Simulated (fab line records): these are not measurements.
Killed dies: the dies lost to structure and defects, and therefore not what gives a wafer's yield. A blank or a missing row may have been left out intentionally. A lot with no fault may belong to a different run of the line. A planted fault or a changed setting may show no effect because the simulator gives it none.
One fault seen from 2 desks -- flow sfq line -- only its own numbers are on each desk; what lay behind them is given at the end

TOOL OWNER'S DESK, cmp-01
The tool's own readings at SFQ_TRILAYER_I4_CMP_CMP_100 (polishes SiO2): means of the sampled wafers that have a number, for each lot that ran on this tool. A lot is out of limits, marked OUT, if its mean lies more than 4 standard deviations from the usual mean; the brackets give that distance.
Columns: A = edge zone pressure frac at SFQ_TRILAYER_I4_CMP_CMP_100, usual 1.000; B = motor current A at SFQ_TRILAYER_I4_CMP_CMP_100, usual 10.0 A; C = time to endpoint s at SFQ_TRILAYER_I4_CMP_CMP_100, usual 217 s
lot,first seen here,A,B,C
L962,day 41 10:23,1.001,10.1,216
L963,day 41 16:23,0.999,10.0,220
L964,day 41 19:23,0.996,9.9,206
L971,day 43 04:23,1.002,9.6,217
L972,day 45 10:32,1.004,10.8,228
L973,day 45 13:02,1.000,10.0,220
L978,day 46 02:43,1.001,9.9,246
L979,day 46 05:43,1.000,10.0,225
L980,day 46 10:36,1.006,10.2,253
L985,day 53 16:59,0.998,10.2,222
Result from this desk: across the 10 lots, nothing is out of limits.

METROLOGY DESK
Means of the sampled wafers that have a number, per lot and without regard to the tool the lot ran on: this is what the gauges read. A lot is out of limits, marked OUT, if its mean lies more than 4 standard deviations from the usual mean; the brackets give that distance.
Columns: A = M3_OVL at SFQ_M3_OVL_MEAS_921, usual -1 nm
lot,first seen here,A
L962,day 40 11:35,-8
L963,day 40 13:59,1
L964,day 40 17:35,-4
L965,day 40 19:59,2
L966,day 40 21:11,4
L967,day 41 00:47,-5
L971,day 41 13:59,-2
L972,day 43 06:35,-11
L973,day 43 08:59,-5
L974,day 43 10:11,2
L975,day 43 11:23,6
L978,day 43 14:59,0
L979,day 43 16:11,-6
L980,day 43 17:23,-5
L985,day 51 23:00,0
Result from this desk: across the 15 lots, nothing is out of limits.

TAKEN TOGETHER
The desk of the tool owner found nothing out of limits.
At the metrology desk, nothing out of limits was observed.

WHAT WAS PUT IN BY THE SIMULATOR
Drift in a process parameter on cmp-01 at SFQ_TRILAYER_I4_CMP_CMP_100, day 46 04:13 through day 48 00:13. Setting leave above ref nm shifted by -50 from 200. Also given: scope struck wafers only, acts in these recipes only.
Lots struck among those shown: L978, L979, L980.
